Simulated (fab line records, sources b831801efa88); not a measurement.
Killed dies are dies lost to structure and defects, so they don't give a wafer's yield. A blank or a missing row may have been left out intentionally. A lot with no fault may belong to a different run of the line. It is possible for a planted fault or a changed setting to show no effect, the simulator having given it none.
Comparing a struck lot with a sound one :: flow sky130 :: 15 out of 708 route steps
Sound: wafers L352.1, L352.4, L352.5. Struck: wafer L357.2 (L357.3, L357.6, from the same lot, were not struck and are left out); the cause is given at the end.
At each step with rows: each side's tool, then ch and its chambers, then its first start. Under that, the readings that differ: sound wafers :: struck wafers :: difference of the means :: sigmas: that difference in standard deviations of wafers without a fault.
alike: readings with means less than 2 such deviations apart, plus words and numbers identical on both sides. not compared: withheld readings, readings lacking a value on some wafer, bounds such as >300 that could conceal the same value, and numbers that have no deviation in the record and whose values overlap.
The two part at a step that has a row with sigmas, a row that says differs or no value, or rows on one side only. Numbers that don't overlap but have no deviation are shown without sigmas and don't part them. A reading missing from all wafers of one side parts the sides only when that side holds two or more wafers.

first, 5 steps without rows for these wafers: SKY_VIA3_STRIP_17 (strips in post etch residue remover, time 1200 s); SKY_VIA3_CLEAN_18 (cleans in IPA, time 180 s); SKY_VIA3_CLEAN_19 (cleans in O3/DIW); SKY_VIA3_SPUTTER_20 (material TiN, target thk 20 nm, time 80 s); SKY_VIA3_CVD_21 (deposits W, target thk 390 nm, time 117.31 s).
SKY_VIA3_RS_MEAS_22: measures by four-point-probe.
  struck on film metro-04, day 42 09:02; sound on film metro-04, day 42 03:55
  alike: VIA3_W_RS
SKY_VIA3_THK_MEAS_23: measures by xrf.
  struck on film metro-04, day 42 09:08; sound on film metro-04, day 42 04:02
  alike: VIA3_W_THK
SKY_VIA3_CMP_24: polishes, stops on SiO2, t overpolish 20 s, target thk 0 nm.
  sound on cmp-02 ch 1,3, day 42 04:05; struck on cmp-01 ch 1, day 42 09:14
  alike: motor current A, overpolish run s, slurry filter dp kPa, time to endpoint s
SKY_METAL4_SPUTTER_00: material Ti, target thk 15 nm, time 10 s.
  struck on pvd sputter-04, day 42 09:29; sound on pvd sputter-03, day 42 04:23
reading: throttle valve pct (%)
sound: 30.2 28.0 28.1
struck: 32.7
difference: +3.9
sigmas: +3
then, 1 step without rows for these wafers: SKY_METAL4_SPUTTER_01 (material TiN, target thk 20 nm, time 16.7 s).
SKY_METAL4_SPUTTER_02: material AlCu, target thk 735 nm, time 39.1 s.
  struck on pvd sputter-04, day 42 09:32; sound on pvd sputter-03, day 42 04:26
reading: throttle valve pct (%)
sound: 30.3 27.9 28.2
struck: 32.7
difference: +3.9
sigmas: +3
SKY_METAL4_SPUTTER_03: material Ti, target thk 5 nm, time 3.3 s.
  struck on pvd sputter-04, day 42 09:34; sound on pvd sputter-03, day 42 04:28
reading: throttle valve pct (%)
sound: 30.6 28.1 28.1
struck: 32.7
difference: +3.8
sigmas: +3
SKY_METAL4_SPUTTER_04: material TiN, target thk 70 nm, time 58.3 s.
  struck on pvd sputter-04, day 42 09:35; sound on pvd sputter-03, day 42 04:29
reading: throttle valve pct (%)
sound: 30.1 27.8 28.1
struck: 32.7
difference: +4.0
sigmas: +3

reading: model.TiN_of_METAL4_SPUTTER_04.thk nm (nm)
sound: 69.83 70.34 70.04
struck: 77.77
difference: +7.70
sigmas: 
SKY_CAP2M_CVD_00: deposits SiO2, target thk 15.5 nm.
  sound on pecvd-02 ch 0,2, day 42 04:32; struck on pecvd-01 ch 2, day 42 09:38
reading: heater power w (W)
sound: 713 695 716
struck: 555
difference: -153
sigmas: -2
  alike: rf fwd power W
-- the record jumps here: 6 days lie between the struck wafers' starts before and after (it left off in module CAP2M and takes up again in module PAD_OPEN, whose first step shown is number 708 of the route) --
SKY_PAD_OPEN_PROBE_99:
  struck on prober-02, day 48 11:39; sound on prober-01, day 48 06:57
reading: sort_bin_5_function (%)
sound: 10.2 11.4 13.2
struck: 8.7
difference: -2.9
sigmas: -2
  alike: defect limited yield, killed_at_M0_to_M3, killed_at_M4_up, killed at contacts, killed at front end, killed at other, killed dies, killed open, killed short, sort_bin_3_pad_short, sort_bin_6_memory, sort n pass, sort yield pct

WHERE THEY PART
Last at SKY_PAD_OPEN_PROBE_99 as far as this record goes, first at SKY_METAL4_SPUTTER_00.

WHY: what had been put in by the simulator
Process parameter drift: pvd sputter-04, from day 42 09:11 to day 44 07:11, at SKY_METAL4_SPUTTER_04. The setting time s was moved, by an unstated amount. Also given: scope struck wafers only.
